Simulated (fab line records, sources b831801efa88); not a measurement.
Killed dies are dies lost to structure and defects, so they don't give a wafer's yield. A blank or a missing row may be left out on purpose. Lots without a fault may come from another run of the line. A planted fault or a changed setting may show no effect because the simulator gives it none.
fab line records | flow sfq_line
record lots=5 wafers=27
route steps=325 shown INCOMING@2 L0V@16 M0@29 M1@59 I1@84 I2@103
start_h: hours from the record's first day to the start of the lot's first wafer shown | wait_h: hours since the lot's step before | " the same as in the row above | L1.1+2: a row that stands for several wafers | - no value, or no start given | * or withheld: withheld | < > ~ a bound
route shown NAME@n: a module of which the file shows steps, and the number in the route of the first | usual: mean/standard deviation of fault-free wafers | same: alike in all rows | chamber/n: place in a boat | sites: the reading at each site | _std_site: their standard deviation | _edge_site: outer sites' mean less inner sites' | radius_mm: how far each site lies from the wafer's centre | mask NAME#n: copy n | behind: the tool/chamber that last shaped the wafer | hold: why the lot was held/for how many hours/how that ended | device: the transistor (n, p or np) that didn't switch | end of line: the same wafers' tests at the end of the route | a step without rows: its recipe alone | killed: dies lost to structure and defects at the first sort, not the wafer's yield | map: a wafer's dies, x killed, . not, _ none there
set.NAME: the setting as run; set.NAME@STEP: as run at that earlier step | model.NAME: the simulator's own value behind a step, which no gauge read
lots whose settings were changed on purpose; a table a step, a row a wafer
## steps
# step SFQ_TRILAYER_INCOMING_OXIDATION_002
# recipe temp_c=1000 ambient=H2O target_thk_a=5000 p_h2o_torr=720 ox_time_s=4939
# columns lot.wafer tool chamber start_h wait_h set.ox_time_s model.SiO2_of_TRILAYER_INCOMING_OXIDATION_002.thk_nm
L074.1 - - - 0.1 3150 373
L074.2 " - " " 3150 373.2
L074.3 " - " " 3150 375.6
L074.4 " - " " 3150 374.3
L074.5 " - " " 3150 373.1
L074.6 " - " " 3150 373.6
L076.1 furnace-02 0 20.12 0.1 4939 522.6
L076.2 " 0 " " 4939 515.8
L076.5 " 0 " " 4939 516.8
L078.1 - - - 0.1 3912 429.1
L078.2 " - " " 3912 428.8
L078.3 " - " " 3912 424.9
L078.4 " - " " 3912 431.5
L078.5 " - " " 3912 420.7
L078.6 " - " " 3912 428
L083.1 - - - 0.1 3876 423.1
L083.2 " - " " 3876 423.7
L083.3 " - " " 3876 417.9
L083.4 " - " " 3876 418.6
L083.5 " - " " 3876 419
L083.6 " - " " 3876 430
L084.1 - - - 0.1 4091 452.3
L084.2 " - " " 4091 446.7
L084.3 " - " " 4091 442.5
L084.4 " - " " 4091 443.6
L084.5 " - " " 4091 444.6
L084.6 " - " " 4091 442.6
# step SFQ_TRILAYER_L0_CAP_PECVD_011
# recipe material=SiO2 temp_c=150 time_s=13.333 pressure_torr=2.4 rf_w=183.3 precursor=SiH4/N2O target_thk_nm=60
# columns lot.wafer tool chamber start_h wait_h set.time_s model.SiO2_of_TRILAYER_L0_CAP_PECVD_011.thk_nm
L074.1 pecvd-02 2 24.40 0.0 13.333 59.15
L074.2 " 0 " " 13.333 59.54
L074.3 " 1 " " 13.333 59.89
L074.4 " 1 " " 13.333 60.34
L074.5 " 2 " " 13.333 60.74
L074.6 " 0 " " 13.333 60.32
L076.1 pecvd-03 0 40.40 0.0 13.333 59.24
L076.2 " 1 " " 13.333 61.49
L076.5 " 2 " " 13.333 61.86
L078.1 pecvd-02 0 49.02 0.0 7.09 33.04
L078.2 " 1 " " 13.333 61.11
L078.3 " 2 " " 7.09 32.68
L078.4 " 1 " " 7.09 33.23
L078.5 " 0 " " 13.333 61
L078.6 " 2 " " 13.333 61.52
L083.1 pecvd-02 1 71.68 0.0 13.333 59.68
L083.2 " 0 " " 13.333 59.25
L083.3 " 2 " " 10.88 47.09
L083.4 " 1 " " 13.333 58.69
L083.5 " 2 " " 10.88 48.7
L083.6 " 0 " " 10.88 48.95
L084.1 pecvd-03 0 75.06 0.0 13.333 59.64
L084.2 " 1 " " 13.333 60.59
L084.3 " 2 " " 13.333 60.51
L084.4 " 2 " " 13.333 60.18
L084.5 " 1 " " 13.333 62.27
L084.6 " 0 " " 13.333 60.66
# step SFQ_TRILAYER_L0_VIA_LITHO_COAT_018
# recipe resist=BARC spin_rpm=3000 resist_thk_nm=62
# step SFQ_TRILAYER_L0_VIA_LITHO_COAT_013
# recipe resist=KrF spin_rpm=3000 resist_thk_nm=650
# step SFQ_TRILAYER_L0_VIA_BARC_OPEN_VIA_ETCH_021
# recipe mask_material=PR chemistry=O2 target_depth_nm=125 target=BARC source_w=500 bias_w=80 pressure_mtorr=30 time_s=41.7
# step SFQ_TRILAYER_L0_VIA_ETCH_VIA_ETCH_016
# recipe target=SiO2 stop_on=MoNx_KI mask_material=PR chemistry=CHF3 target_depth_nm=80 source_w=500 bias_w=80 pressure_mtorr=30 time_s=withheld
# usual oes_product_au=0.846/0.0086
# columns lot.wafer tool chamber start_h wait_h set.time_s@TRILAYER_L0_CAP_PECVD_011 oes_product_au model.L0V.feature_depth_nm
L074.1 rie_diel-01 1 94.20 0.0 * 0.832 59.15
L074.2 " 2 " " * 0.840 59.54
L074.3 " 3 " " * 0.845 59.89
L074.4 " 0 " " * 0.849 60.34
L074.5 " 3 " " * 0.851 60.74
L074.6 " 0 " " * 0.844 60.32
L076.1 rie_diel-01 3 106.19 0.0 * 0.839 59.24
L076.2 " 2 " " * 0.855 61.49
L076.5 " 1 " " * 0.858 61.86
L078.1 rie_diel-01 0 115.79 0.0 * 0.631 33.04
L078.2 " 3 " " * 0.848 61.11
L078.3 " 1 " " * 0.628 32.68
L078.4 " 2 " " * 0.638 33.23
L078.5 " 1 " " * 0.856 61
L078.6 " 0 " " * 0.858 61.52
L083.1 rie_diel-04 3 138.59 0.0 * 0.836 59.68
L083.2 " 1 " " * 0.832 59.25
L083.3 " 2 " " * 0.745 47.09
L083.4 " 0 " " * 0.837 58.69
L083.5 " 0 " " * 0.750 48.7
L083.6 " 1 " " * 0.762 48.95
L084.1 rie_diel-02 2 144.59 0.0 * 0.844 59.64
L084.2 " 0 " " * 0.849 60.59
L084.3 " 1 " " * 0.843 60.51
L084.4 " 3 " " * 0.837 60.18
L084.5 " 2 " " * 0.867 62.27
L084.6 " 1 " " * 0.848 60.66
# step SFQ_TRILAYER_M0_DEP_SPUTTER_019
# recipe material=Nb base_pressure_pa=1.33e-06 chamber_pressure_pa=0.1333 substrate_temp_c=20 resputter_cathode_voltage_v=400 target_thk_nm=200 power_w=2000 time_s=133.3
# columns lot.wafer tool chamber start_h wait_h set.time_s model.Nb_of_TRILAYER_M0_DEP_SPUTTER_019.thk_nm
L074.1 pvd_sputter-05 - 95.04 0.0 133.3 199
L074.2 " - " " 85.17 125.2
L074.3 " - " " 133.3 194.4
L074.4 " - " " 85.17 128.1
L074.5 " - " " 133.3 197.7
L074.6 " - " " 85.17 123.1
L076.1 pvd_sputter-04 - 107.03 0.0 133.3 201.5
L076.2 " - " " 133.3 200.7
L076.5 " - " " 133.3 199.3
L078.1 pvd_sputter-04 - 117.23 0.0 180.6 271.5
L078.2 " - " " 133.3 198.6
L078.3 " - " " 133.3 199
L078.4 " - " " 133.3 198.8
L078.5 " - " " 180.6 272.3
L078.6 " - " " 180.6 269.9
L083.1+2 pvd_sputter-06 - 139.43 0.0 133.3 200.2
L083.3 " - " " 133.3 197.2
L083.4 " - " " 133.3 197.9
L083.5 " - " " 133.3 198.2
L083.6 " - " " 133.3 198.3
L084.1 pvd_sputter-05 - 145.43 0.0 105.4 158.2
L084.2 " - " " 105.4 160.1
L084.3 " - " " 133.3 202
L084.4 " - " " 133.3 197.4
L084.5 " - " " 105.4 159.6
L084.6 " - " " 133.3 197.7
# step SFQ_M0_RS_MEAS_904
# recipe thk_meas_gauge=four-point-probe reads=Nb_of_TRILAYER_M0_DEP_SPUTTER_019
# usual M0_NB_RS=0.891/0.01
# columns lot.wafer tool chamber start_h wait_h set.time_s@TRILAYER_M0_DEP_SPUTTER_019 M0_NB_RS[ohm/sq]
L074.1 film_metro-03 - 95.13 0.0 133.3 0.895
L074.2 " - " " 85.17 1.434
L074.3 " - " " 133.3 0.917
L074.4 " - " " 85.17 1.402
L074.5 " - " " 133.3 0.903
L074.6 " - " " 85.17 1.456
L076.1 film_metro-02 - 107.13 0.0 133.3 0.881
L076.2 " - " " 133.3 0.886
L076.5 " - " " 133.3 0.892
L078.1 film_metro-02 - 117.33 0.0 180.6 0.653
L078.2 " - " " 133.3 0.894
L078.3 " - " " 133.3 0.891
L078.4 " - " " 133.3 0.894
L078.5 " - " " 180.6 0.649
L078.6 " - " " 180.6 0.656
L083.1 film_metro-03 - 139.53 0.0 133.3 0.889
L083.2 " - " " 133.3 0.890
L083.3 " - " " 133.3 0.904
L083.4 " - " " 133.3 0.901
L083.5 " - " " 133.3 0.897
L083.6 " - " " 133.3 0.897
L084.1 film_metro-02 - 145.53 0.0 105.4 1.128
L084.2 " - " " 105.4 1.115
L084.3 " - " " 133.3 0.881
L084.4 " - " " 133.3 0.900
L084.5 " - " " 105.4 1.118
L084.6 " - " " 133.3 0.898
# step SFQ_TRILAYER_M0_LITHO_COAT_026
# recipe resist=BARC spin_rpm=3000 resist_thk_nm=62
# step SFQ_TRILAYER_M0_BARC_OPEN_METAL_ETCH_031
# recipe mask_material=PR chemistry=O2 target_depth_nm=125 target=BARC icp_w=600 bias_w=80 pressure_mtorr=10 time_s=41.7
# step SFQ_TRILAYER_M0_ETCH_METAL_ETCH_024
# recipe target=Nb stop_on=SiO2 mask_material=PR chemistry=Cl2/Ar target_depth_nm=240 icp_w=600 bias_w=80 pressure_mtorr=10 time_s=120
# usual oes_product_au=0.893/0.0074
# columns lot.wafer tool chamber start_h wait_h set.time_s@TRILAYER_M0_DEP_SPUTTER_019 oes_product_au
L074.1 rie_metal-03 1 171.01 0.0 133.3 0.885
L074.2 " 0 " " 85.17 0.702
L074.3 " 1 " " 133.3 0.879
L074.4 " 0 " " 85.17 0.712
L074.5 " 1 " " 133.3 0.889
L074.6 " 0 " " 85.17 0.694
L076.1 rie_metal-03 0 185.63 0.0 133.3 0.895
L076.2 " 1 " " 133.3 0.892
L076.5 " 1 " " 133.3 0.893
L078.1 rie_metal-04 1 212.96 0.0 180.6 0.988
L078.2 " 0 " " 133.3 0.884
L078.3 " 0 " " 133.3 0.890
L078.4 " 1 " " 133.3 0.893
L078.5 " 0 " " 180.6 0.998
L078.6 " 1 " " 180.6 0.994
L083.1 rie_metal-04 1 241.15 0.0 133.3 0.904
L083.2 " 0 " " 133.3 0.897
L083.3 " 0 " " 133.3 0.884
L083.4 " 1 " " 133.3 0.889
L083.5 " 0 " " 133.3 0.887
L083.6 " 1 " " 133.3 0.884
L084.1 rie_metal-02 1 247.15 0.0 105.4 0.789
L084.2 " 0 " " 105.4 0.795
L084.3 " 1 " " 133.3 0.899
L084.4 " 0 " " 133.3 0.883
L084.5 " 1 " " 105.4 0.799
L084.6 " 0 " " 133.3 0.883
# step SFQ_TRILAYER_M1_DEP_SPUTTER_037
# recipe material=Nb base_pressure_pa=1.33e-06 chamber_pressure_pa=0.1333 substrate_temp_c=20 resputter_cathode_voltage_v=400 target_thk_nm=200 power_w=2000 time_s=133.3
# columns lot.wafer tool chamber start_h wait_h set.time_s model.Nb_of_TRILAYER_M1_DEP_SPUTTER_037.thk_nm
L074.1 pvd_sputter-06 - 298.70 0.0 133.3 195
L074.2 " - " " 133.3 198.3
L074.3 " - " " 106.2 154
L074.4 " - " " 106.2 155.5
L074.5 " - " " 106.2 154.2
L074.6 " - " " 133.3 201.3
L076.1 pvd_sputter-05 - 315.46 0.0 133.3 194.5
L076.2 " - " " 133.3 196.1
L076.5 " - " " 133.3 198.6
L078.1 pvd_sputter-03 - 339.09 0.0 133.3 200.6
L078.2 " - " " 133.3 198.7
L078.3 " - " " 133.3 202.1
L078.4 " - " " 133.3 201.3
L078.5 " - " " 133.3 203.2
L078.6 " - " " 133.3 198.6
L083.1 pvd_sputter-03 - 364.39 0.0 80.92 119.2
L083.2 " - " " 133.3 196.9
L083.3 " - " " 80.92 118.9
L083.4 " - " " 133.3 199.7
L083.5 " - " " 80.92 120.3
L083.6 " - " " 133.3 197.7
L084.1 pvd_sputter-06 - 365.59 0.0 133.3 197.6
L084.2 " - " " 102.3 149.6
L084.3 " - " " 102.3 154.8
L084.4 " - " " 133.3 198.1
L084.5 " - " " 133.3 198.4
L084.6 " - " " 102.3 150.3
# step SFQ_M1_RS_MEAS_909
# recipe thk_meas_gauge=four-point-probe reads=Nb_of_TRILAYER_M1_DEP_SPUTTER_037
# usual M1_NB_RS=0.896/0.0092
# columns lot.wafer tool chamber start_h wait_h set.time_s@TRILAYER_M1_DEP_SPUTTER_037 M1_NB_RS[ohm/sq]
L074.1 film_metro-01 - 298.80 0.0 133.3 0.912
L074.2 " - " " 133.3 0.898
L074.3 " - " " 106.2 1.159
L074.4 " - " " 106.2 1.146
L074.5 " - " " 106.2 1.157
L074.6 " - " " 133.3 0.883
L076.1 film_metro-04 - 315.55 0.0 133.3 0.913
L076.2 " - " " 133.3 0.905
L076.5 " - " " 133.3 0.897
L078.1 film_metro-02 - 339.18 0.0 133.3 0.889
L078.2 " - " " 133.3 0.897
L078.3 " - " " 133.3 0.882
L078.4 " - " " 133.3 0.883
L078.5 " - " " 133.3 0.876
L078.6 " - " " 133.3 0.894
L083.1 film_metro-01 - 364.48 0.0 80.92 1.503
L083.2 " - " " 133.3 0.902
L083.3 " - " " 80.92 1.509
L083.4 " - " " 133.3 0.892
L083.5 " - " " 80.92 1.491
L083.6 " - " " 133.3 0.899
L084.1 film_metro-04 - 365.68 0.0 133.3 0.899
L084.2 " - " " 102.3 1.192
L084.3 " - " " 102.3 1.151
L084.4 " - " " 133.3 0.897
L084.5 " - " " 133.3 0.896
L084.6 " - " " 102.3 1.187
# step SFQ_TRILAYER_M1_LITHO_COAT_044
# recipe resist=BARC spin_rpm=3000 resist_thk_nm=62
# step SFQ_TRILAYER_M1_BARC_OPEN_METAL_ETCH_054
# recipe mask_material=PR chemistry=O2 target_depth_nm=125 target=BARC icp_w=600 bias_w=80 pressure_mtorr=10 time_s=41.7
# step SFQ_TRILAYER_M1_ETCH_METAL_ETCH_042
# recipe target=Nb stop_on=SiO2 mask_material=PR chemistry=Cl2/Ar target_depth_nm=240 icp_w=592.6 bias_w=80 pressure_mtorr=10 time_s=120
# usual oes_product_au=0.890/0.0064
# columns lot.wafer tool chamber start_h wait_h set.time_s@TRILAYER_M1_DEP_SPUTTER_037 oes_product_au
L074.1 rie_metal-01 1 318.87 0.0 133.3 0.880
L074.2 " 0 " " 133.3 0.891
L074.3 " 1 " " 106.2 0.772
L074.4 " 0 " " 106.2 0.777
L074.5 " 1 " " 106.2 0.781
L074.6 " 0 " " 133.3 0.893
L076.1 rie_metal-02 0 327.27 0.0 133.3 0.885
L076.2 " 1 " " 133.3 0.883
L076.5 " 1 " " 133.3 0.887
L078.1 rie_metal-04 1 348.67 0.0 133.3 0.880
L078.2 " 0 " " 133.3 0.896
L078.3 " 0 " " 133.3 0.888
L078.4 " 1 " " 133.3 0.890
L078.5 " 0 " " 133.3 0.909
L078.6 " 1 " " 133.3 0.896
L083.1 rie_metal-04 1 371.57 0.0 80.92 0.684
L083.2 " 0 " " 133.3 0.886
L083.3 " 1 " " 80.92 0.689
L083.4 " 0 " " 133.3 0.892
L083.5 " 0 " " 80.92 0.684
L083.6 " 1 " " 133.3 0.886
L084.1 rie_metal-04 1 373.97 0.0 133.3 0.890
L084.2 " 0 " " 102.3 0.762
L084.3 " 1 " " 102.3 0.778
L084.4 " 0 " " 133.3 0.886
L084.5 " 1 " " 133.3 0.887
L084.6 " 0 " " 102.3 0.760
# step SFQ_TRILAYER_I1_VIA_BARC_OPEN_VIA_ETCH_071
# recipe mask_material=PR chemistry=O2 target_depth_nm=125 target=BARC source_w=500 bias_w=80 pressure_mtorr=30 time_s=41.7
# usual oes_product_au=0.684/0.0043
# columns lot.wafer tool chamber start_h wait_h set.time_s oes_product_au model.KrF_of_TRILAYER_I1_VIA_LITHO_COAT_049.thk_nm
L074.1 rie_diel-02 2 340.21 0.0 41.7 0.679 573.7
L074.2 " 0 " " 41.7 0.682 572.3
L074.3 " 3 " " 41.7 0.691 573.4
L074.4 " 3 " " 41.7 0.685 572.6
L074.5 " 2 " " 41.7 0.681 573.2
L074.6 " 0 " " 41.7 0.686 572.6
L076.1 rie_diel-02 0 346.21 0.0 41.7 0.692 571
L076.2 " 2 " " 41.7 0.693 571.2
L076.5 " 3 " " 41.7 0.686 570
L078.1 rie_diel-03 0 361.91 0.0 41.7 0.685 573.6
L078.2 " 2 " " 41.7 0.688 575.2
L078.3 " 1 " " 41.7 0.684 576.5
L078.4 " 3 " " 25.01 0.886 593.8
L078.5 " 2 " " 25.01 0.886 597.6
L078.6 " 3 " " 25.01 0.891 593.8
L083.1 rie_diel-03 0 385.91 0.0 32.67 0.768 582.3
L083.2 " 3 " " 32.67 0.764 581.5
L083.3 " 2 " " 41.7 0.679 571.8
L083.4 " 1 " " 41.7 0.684 572.1
L083.5 " 0 " " 41.7 0.686 572.9
L083.6 " 3 " " 32.67 0.767 582.4
L084.1 rie_diel-04 2 388.31 0.0 41.7 0.689 573.7
L084.2 " 3 " " 41.7 0.680 575.2
L084.3 " 1 " " 41.7 0.679 571.5
L084.4 " 0 " " 41.7 0.686 572.9
L084.5 " 1 " " 41.7 0.678 573.2
L084.6 " 2 " " 41.7 0.683 572.2
# step SFQ_TRILAYER_I1_VIA_ETCH_VIA_ETCH_052
# recipe target=SiO2 stop_on=Nb mask_material=PR taper_deg=20 chemistry=CHF3 target_depth_nm=260 source_w=500 bias_w=80 pressure_mtorr=30 time_s=withheld
# columns lot.wafer tool chamber start_h wait_h set.time_s@TRILAYER_I1_VIA_BARC_OPEN_VIA_ETCH_071 model.KrF_of_TRILAYER_I1_VIA_LITHO_COAT_049.thk_nm
L074.1 rie_diel-02 2 340.25 0.0 * 528.5
L074.2 " 0 " " * 526.7
L074.3 " 3 " " * 528.9
L074.4+5 " 3,2 " " * 528.1
L074.6 " 0 " " * 526.9
L076.1 rie_diel-02 0 346.25 0.0 * 525.5
L076.2 " 2 " " * 526.4
L076.5 " 3 " " * 525.8
L078.1 rie_diel-03 0 361.95 0.0 * 528.9
L078.2 " 2 " " * 531
L078.3 " 1 " " * 532.8
L078.4 " 3 " " * 547.5
L078.5 " 2 " " * 553.4
L078.6 " 3 " " * 547.2
L083.1 rie_diel-03 0 385.95 0.0 * 537.3
L083.2 " 3 " " * 535.1
L083.3 " 2 " " * 527.4
L083.4 " 1 " " * 527.8
L083.5 " 0 " " * 527.6
L083.6 " 3 " " * 535.9
L084.1 rie_diel-04 2 388.35 0.0 * 528.8
L084.2 " 3 " " * 530.3
L084.3 " 1 " " * 526.9
L084.4+6 " 0,2 " " * 527.2
L084.5 " 1 " " * 528.2
# step SFQ_TRILAYER_I2_DEP_PECVD_063
# recipe material=SiO2 temp_c=150 time_s=111.11 pressure_torr=2.4 rf_w=183.3 precursor=SiH4/N2O target_thk_nm=500
# columns lot.wafer tool chamber start_h wait_h set.time_s model.SiO2_of_TRILAYER_I2_DEP_PECVD_063.thk_nm
L074.1 pecvd-04 1 487.47 0.0 169.5 765.4
L074.2 " 0 " " 111.11 501.8
L074.3 " 2 " " 169.5 762.1
L074.4 " 0 " " 169.5 777.1
L074.5 " 2 " " 111.11 512.8
L074.6 " 1 " " 111.11 505
L076.1 pecvd-02 2 495.86 0.0 111.11 500.3
L076.2 " 1 " " 111.11 498.5
L076.5 " 2 " " 111.11 510.5
L078.1+2 pecvd-04 0,1 515.08 0.0 111.11 502.3
L078.3 " 2 " " 153.7 693.1
L078.4 " 1 " " 153.7 699.7
L078.5 " 0 " " 111.11 508.6
L078.6 " 2 " " 153.7 699.3
L083.1 pecvd-02 0 542.99 0.0 134.3 594.8
L083.2 " 2 " " 111.11 498.5
L083.3 " 1 " " 111.11 492.5
L083.4 " 1 " " 111.11 493.4
L083.5 " 2 " " 134.3 616
L083.6 " 0 " " 134.3 599.6
L084.1 pecvd-02 2 546.59 0.0 111.11 502.5
L084.2 " 0 " " 155 691.8
L084.3 " 1 " " 111.11 494.1
L084.4 " 0 " " 111.11 499
L084.5 " 2 " " 155 708
L084.6 " 1 " " 155 696.8
# step SFQ_TRILAYER_I2_CMP_CMP_064
# recipe material=SiO2 down_force_psi=3 platen_rpm=60 pad_velocity_m_s=0.94248
# usual time_to_endpoint_s=216/6.5
# columns lot.wafer tool chamber start_h wait_h set.time_s@TRILAYER_I2_DEP_PECVD_063 time_to_endpoint_s
L074.3 cmp-02 1 488.19 0.7 169.5 399
L074.2 " 2 " " 111.11 224
L074.1 " 3 " " 169.5 407
L074.4 " 0 " " 169.5 412
L074.5 " 1 " " 111.11 222
L074.6 " 2 " " 111.11 223
L076.2 cmp-02 0 497.08 1.2 111.11 209
L076.1 " 1 " " 111.11 211
L076.5 " 3 498.58 2.6 111.11 219
L078.1 cmp-01 1 515.16 0.0 111.11 218
L078.2 " 2 " " 111.11 222
L078.4 " 3 " " 153.7 361
L078.3 " 0 " " 153.7 367
L078.6 " 1 " " 153.7 360
L078.5 " 2 " " 111.11 226
L083.4 cmp-02 1 544.90 1.8 111.11 204
L083.1 " 2 " " 134.3 285
L083.3 " 3 " " 111.11 204
L083.2 " 0 " " 111.11 212
L083.6 " 1 " " 134.3 281
L083.5 " 2 " " 134.3 298
L084.1 cmp-02 0 547.90 1.3 111.11 215
L084.3 " 1 " " 111.11 213
L084.2 " 2 " " 155 368
L084.4 " 3 " " 111.11 211
L084.6 " 0 " " 155 361
L084.5 " 1 " " 155 362
## key
split step=SFQ_TRILAYER_INCOMING_OXIDATION_002 setting=ox_time_s stated=4939 by=lot
response step=SFQ_TRILAYER_INCOMING_OXIDATION_002 reading=model.SiO2_of_TRILAYER_INCOMING_OXIDATION_002.thk_nm change=+3.95 per=1% r=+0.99
split step=SFQ_TRILAYER_L0_CAP_PECVD_011 setting=time_s stated=13.333 by=wafer
response step=SFQ_TRILAYER_L0_CAP_PECVD_011 reading=model.SiO2_of_TRILAYER_L0_CAP_PECVD_011.thk_nm change=+0.602 per=1% r=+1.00
response step=SFQ_TRILAYER_L0_VIA_ETCH_VIA_ETCH_016 reading=oes_product_au change=+0.0047 per=1% r=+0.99
response step=SFQ_TRILAYER_L0_VIA_ETCH_VIA_ETCH_016 reading=model.L0V.feature_depth_nm change=+0.602 per=1% r=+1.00
split step=SFQ_TRILAYER_M0_DEP_SPUTTER_019 setting=time_s stated=133.3 by=wafer
response step=SFQ_TRILAYER_M0_DEP_SPUTTER_019 reading=model.Nb_of_TRILAYER_M0_DEP_SPUTTER_019.thk_nm change=+1.99 per=1% r=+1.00
response step=SFQ_M0_RS_MEAS_904 reading=M0_NB_RS change=-0.0107 per=1% r=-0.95
response step=SFQ_TRILAYER_M0_ETCH_METAL_ETCH_024 reading=oes_product_au change=+0.00407 per=1% r=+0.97
split step=SFQ_TRILAYER_M1_DEP_SPUTTER_037 setting=time_s stated=133.3 by=wafer
response step=SFQ_TRILAYER_M1_DEP_SPUTTER_037 reading=model.Nb_of_TRILAYER_M1_DEP_SPUTTER_037.thk_nm change=+2.02 per=1% r=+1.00
response step=SFQ_M1_RS_MEAS_909 reading=M1_NB_RS change=-0.0142 per=1% r=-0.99
response step=SFQ_TRILAYER_M1_ETCH_METAL_ETCH_042 reading=oes_product_au change=+0.00522 per=1% r=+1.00
split step=SFQ_TRILAYER_I1_VIA_BARC_OPEN_VIA_ETCH_071 setting=time_s stated=41.7 by=wafer
response step=SFQ_TRILAYER_I1_VIA_BARC_OPEN_VIA_ETCH_071 reading=oes_product_au change=-0.00478 per=1% r=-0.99
response step=SFQ_TRILAYER_I1_VIA_BARC_OPEN_VIA_ETCH_071 reading=model.KrF_of_TRILAYER_I1_VIA_LITHO_COAT_049.thk_nm change=-0.488 per=1% r=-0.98
response step=SFQ_TRILAYER_I1_VIA_ETCH_VIA_ETCH_052 reading=model.KrF_of_TRILAYER_I1_VIA_LITHO_COAT_049.thk_nm change=-0.446 per=1% r=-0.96
split step=SFQ_TRILAYER_I2_DEP_PECVD_063 setting=time_s stated=111.11 by=wafer
response step=SFQ_TRILAYER_I2_DEP_PECVD_063 reading=model.SiO2_of_TRILAYER_I2_DEP_PECVD_063.thk_nm change=+5.03 per=1% r=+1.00
response step=SFQ_TRILAYER_I2_CMP_CMP_064 reading=time_to_endpoint_s change=* per=1% r=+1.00
